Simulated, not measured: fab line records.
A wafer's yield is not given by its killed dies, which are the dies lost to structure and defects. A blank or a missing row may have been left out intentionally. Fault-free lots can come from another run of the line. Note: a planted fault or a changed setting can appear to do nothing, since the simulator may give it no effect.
Matching of chambers / flow sky130 / 4 sister chambers for SKY_CONTACT_CMP_04 on cmp-02
The step polishes SiO2. 14 wafers are shown with their chamber, then 6 later ones without.

## WAFERS PAIRED WITH THEIR CHAMBERS
wafer=L691.1; chamber=3; motor current A (A)=10.0; retaining ring pressure frac=1.001; time to endpoint s (s)=83
wafer=L691.4; chamber=1; motor current A (A)=13.4; retaining ring pressure frac=1.009; time to endpoint s (s)=84
wafer=L691.5; chamber=0; motor current A (A)=11.9; retaining ring pressure frac=1.010; time to endpoint s (s)=84
wafer=L694.4; chamber=3; motor current A (A)=10.8; retaining ring pressure frac=0.989; time to endpoint s (s)=85
wafer=L694.5; chamber=1; motor current A (A)=13.8; retaining ring pressure frac=0.995; time to endpoint s (s)=81
wafer=L694.6; chamber=0; motor current A (A)=11.6; retaining ring pressure frac=1.001; time to endpoint s (s)=77
wafer=L695.3; chamber=1; motor current A (A)=13.8; retaining ring pressure frac=0.999; time to endpoint s (s)=77
wafer=L695.5; chamber=3; motor current A (A)=9.9; retaining ring pressure frac=0.994; time to endpoint s (s)=79
wafer=L695.6; chamber=0; motor current A (A)=12.0; retaining ring pressure frac=1.004; time to endpoint s (s)=80
wafer=L696.1; chamber=1; motor current A (A)=14.1; retaining ring pressure frac=0.997; time to endpoint s (s)=85
wafer=L696.2; chamber=3; motor current A (A)=10.7; retaining ring pressure frac=0.995; time to endpoint s (s)=90
wafer=L696.5; chamber=2; motor current A (A)=11.8; retaining ring pressure frac=0.999; time to endpoint s (s)=86
wafer=L700.2; chamber=3; motor current A (A)=10.0; retaining ring pressure frac=0.997; time to endpoint s (s)=81
wafer=L700.4; chamber=0; motor current A (A)=12.5; retaining ring pressure frac=1.003; time to endpoint s (s)=80

SIGNATURES (means of the wafers above)
reading=motor current A; chamber 0=12.000; chamber 1=13.775; chamber 2=11.800; chamber 3=10.280; scatter within a chamber=0.376
reading=retaining ring pressure frac; chamber 0=1.00450; chamber 1=1.00000; chamber 2=0.99900; chamber 3=0.99520; scatter within a chamber=0.00488
reading=time to endpoint s; chamber 0=80.25; chamber 1=81.75; chamber 2=86.00; chamber 3=83.60; scatter within a chamber=3.67
Rule: a wafer lies at a distance from a chamber equal to the root of the sum of squares, over the readings, of (its reading less the chamber's mean, divided by the reading's scatter). The wafer belongs to the nearest chamber; if the next one is less than 2 further off, it can't be placed. The scatter: take each reading less its chamber's mean, square it, sum over the shown wafers, divide by the number of wafers less the number of chambers, and take the root.

## WAFERS WITH NO CHAMBER GIVEN
wafer=L700.6; motor current A (A)=10.5; retaining ring pressure frac=1.002; time to endpoint s (s)=81
wafer=L703.2; motor current A (A)=14.4; retaining ring pressure frac=1.000; time to endpoint s (s)=84
wafer=L703.3; motor current A (A)=9.9; retaining ring pressure frac=0.995; time to endpoint s (s)=83
wafer=L703.5; motor current A (A)=10.2; retaining ring pressure frac=0.998; time to endpoint s (s)=84
wafer=L710.2; motor current A (A)=12.2; retaining ring pressure frac=1.004; time to endpoint s (s)=84
wafer=L710.4; motor current A (A)=10.8; retaining ring pressure frac=0.998; time to endpoint s (s)=84

## WHICH CHAMBER EACH ONE RAN IN
wafer=L700.6; from the rows above=3; in truth=3
wafer=L703.2; from the rows above=1; in truth=1
wafer=L703.3; from the rows above=3; in truth=3
wafer=L703.5; from the rows above=3; in truth=3
wafer=L710.2; from the rows above=can't be placed: 0 or 2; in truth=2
wafer=L710.4; from the rows above=can't be placed: 3 or 2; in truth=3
4 of 6 placed correctly. Can't be placed from these rows: 2 (the true chamber is among the candidates in 2). 0 placed wrongly.
